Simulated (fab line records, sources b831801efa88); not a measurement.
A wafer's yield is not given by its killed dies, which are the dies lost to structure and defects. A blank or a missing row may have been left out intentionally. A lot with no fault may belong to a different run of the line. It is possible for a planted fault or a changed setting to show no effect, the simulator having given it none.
The tool behind it: which one? + flow gf180mcu + Sampling: 14 lots, 38 wafers, 2 of 602 route steps

WHAT THE GAUGES READ, wafer by wafer
GF_STI_CD_MEAS_12: the cd target is 220 nm.
| lot  | measured    | on        | cd nm (nm)        |
|------|-------------|-----------|-------------------|
| L501 | day 2 01:41 | cd sem-01 | 220.3 220.4 220.0 |
| L502 | day 2 07:12 | cd sem-01 | 219.2 219.1 219.1 |
| L503 | day 2 10:53 | cd sem-01 | 222.1 222.5 222.3 |
| L504 | day 2 16:17 | cd sem-01 | 217.3 219.2 217.6 |
| L505 | day 2 22:14 | cd sem-01 | 222.3 221.6 220.1 |
| L506 | day 3 04:04 | cd sem-01 | 219.8 219.5 221.0 |
| L507 | day 3 07:44 | cd sem-02 | 217.6 216.0 217.5 |
| L508 | day 3 13:34 | cd sem-01 | 219.4 218.9 218.9 |
| L510 | day 4 00:58 | cd sem-02 | 219.3 218.6 218.7 |
| L511 | day 4 04:40 | cd sem-02 | 220.0 220.0 220.0 |
| L512 | day 4 10:17 | cd sem-01 | 221.7 220.1 220.3 |
| L522 | day 6 12:46 | cd sem-02 | 203.5 203.4       |
| L523 | day 6 18:31 | cd sem-01 | 203.8 203.8       |
| L524 | day 7 00:19 | cd sem-02 | 221.2 219.3 220.3 |

TOOL THAT RAN EACH LOT (tool first, then ch and the chambers of the sampled wafers, then the start)
| lot  | GF_STI_EXPOSE_09                 |
|------|----------------------------------|
| L501 | krf scanner-01 ch 0, day 1 19:59 |
| L502 | krf scanner-02 ch 0, day 2 01:40 |
| L503 | krf scanner-02 ch 0, day 2 05:11 |
| L504 | krf scanner-02 ch 0, day 2 10:27 |
| L505 | krf scanner-02 ch 0, day 2 16:11 |
| L506 | krf scanner-01 ch 0, day 2 22:08 |
| L507 | krf scanner-02 ch 0, day 3 01:40 |
| L508 | krf scanner-01 ch 0, day 3 07:29 |
| L510 | krf scanner-01 ch 0, day 3 18:43 |
| L511 | krf scanner-01 ch 0, day 3 21:58 |
| L512 | krf scanner-02 ch 0, day 4 03:11 |
| L522 | krf scanner-02 ch 0, day 6 05:48 |
| L523 | krf scanner-02 ch 0, day 6 11:01 |
| L524 | krf scanner-01 ch 0, day 6 16:45 |
- GF_STI_EXPOSE_09: exposes mask COMP, target cd 220 nm.

AS READ BY THE TOOLS THEMSELVES (means over the sampled wafers that have a number; for cases with no such wafer, the mark the record gives instead)
GF_STI_EXPOSE_09.
| lot  | tool           | focus offset nm (nm) |
|------|----------------|----------------------|
| L501 | krf scanner-01 | -0.2                 |
| L502 | krf scanner-02 | -0.2                 |
| L503 | krf scanner-02 | -0.3                 |
| L504 | krf scanner-02 | 0.2                  |
| L505 | krf scanner-02 | 0.3                  |
| L506 | krf scanner-01 | -0.4                 |
| L507 | krf scanner-02 | 0.1                  |
| L508 | krf scanner-01 | 0.3                  |
| L510 | krf scanner-01 | -0.3                 |
| L511 | krf scanner-01 | 0.2                  |
| L512 | krf scanner-02 | 0.5                  |
| L522 | krf scanner-02 | -0.8                 |
| L523 | krf scanner-02 | 0.0                  |
| L524 | krf scanner-01 | 0.3                  |

THE ANSWER, worked out from the rows above alone
Rule: usual is defined by the lots themselves. Put in order of their means at a reading, lots are off if they are a third of the lots or fewer, leave a main group of 4 or more, and stand apart from it by a gap of 3 or more times the standard deviation of the main group's means; of several such gaps the widest counts. If all means in a main group match to the digits the tables above print for the reading, that group is not used. A lot without any number at a reading at which 4 lots or more have one is off too. Any other lot the step has rows for is counted as sound. Order of review: gauges by route order, followed by the tools' own readings, for which a lot's mean as printed above is used. At the first step where some lot is off, the reading lying furthest off is the one used; lots without a number count as furthest.
Off at GF_STI_CD_MEAS_12 (cd nm): L522, L523. Mean 219.8 nm and standard deviation 1.4 in the main group.
If a tool, at a process step before that reading, ran all the lots that are off and no sound lot after the first of them, it fits. The gauges at GF_STI_CD_MEAS_12 are tried like those tools. One fits: krf scanner-02 at GF_STI_EXPOSE_09. A fault onset in the window from L512 (day 4 03:11, its last sound lot) to L522 (day 6 05:48, its first lot off) fits.

WHAT THE SIMULATOR HAD PUT IN
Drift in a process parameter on krf scanner-02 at GF_STI_EXPOSE_09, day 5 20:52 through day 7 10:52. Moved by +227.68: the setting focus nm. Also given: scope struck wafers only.
Lots struck among those shown: L522, L523. The rule given above showed the same thing.
